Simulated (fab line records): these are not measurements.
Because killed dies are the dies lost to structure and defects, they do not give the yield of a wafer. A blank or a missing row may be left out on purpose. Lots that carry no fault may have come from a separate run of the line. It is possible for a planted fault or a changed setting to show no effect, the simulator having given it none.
One fault through the eyes of 2 desks + flow gf180mcu + every desk sees just its own numbers, and what lay behind them comes last

DESK OF THE TOOL OWNER: pvdSputter-01
The tool's own readings at GF_V5_SPUTTER_21 (material Ti, target thk 15 nm, time 80.02 s): means of the sampled wafers that have a number, for each lot that ran on this tool. Marked OUT: a lot whose mean sits more than 4 standard deviations from the usual mean, which makes it out of limits; the brackets give that distance.
Columns: A = cathodeDcPowerW at GF_V5_SPUTTER_21, usual 2500.0 W; B = chamberPressurePa at GF_V5_SPUTTER_21, usual 5.000 Pa; C = substrateTempC at GF_V5_SPUTTER_21, usual 199.98 C; D = throttleValvePct at GF_V5_SPUTTER_21, usual 30.1 %
| lot  | first seen here | A      | B     | C      | D    |
|------|-----------------|--------|-------|--------|------|
| L190 | day 28 07:01    | 2500.4 | 4.999 | 200.04 | 30.2 |
| L204 | day 32 04:58    | 2499.8 | 5.009 | 199.86 | 30.8 |
| L209 | day 33 10:46    | 2499.7 | 5.019 | 199.94 | 30.8 |
Finding of this desk: none of the 3 lots has anything out of limits.

THE METROLOGY DESK
Lot by lot, what the gauges showed, no matter which tool ran the lot: averages of those sampled wafers that carry a number. Marked OUT: a lot whose mean sits more than 4 standard deviations from the usual mean, which makes it out of limits; the brackets give that distance.
Columns: A = cdNm at GF_V5_CD_MEAS_14, usual 260.1 nm; B = V5_OVL at GF_V5_OVL_MEAS_15, usual -1 nm
| lot  | first seen here | A     | B  |
|------|-----------------|-------|----|
| L188 | day 27 10:14    | 261.8 | -1 |
| L190 | day 28 06:10    | 261.9 | 6  |
| L198 | day 30 15:59    | 260.7 | -3 |
| L199 | day 30 21:23    | 259.7 | -3 |
| L204 | day 32 04:08    | 260.7 | -1 |
| L209 | day 33 09:50    | 260.9 | -5 |
Finding of this desk: none of the 6 lots has anything out of limits.

BROUGHT TOGETHER
The tool owner's desk saw nothing out of limits.
From the metrology desk's view, nothing was out of limits.

WHAT WAS PUT IN BY THE SIMULATOR
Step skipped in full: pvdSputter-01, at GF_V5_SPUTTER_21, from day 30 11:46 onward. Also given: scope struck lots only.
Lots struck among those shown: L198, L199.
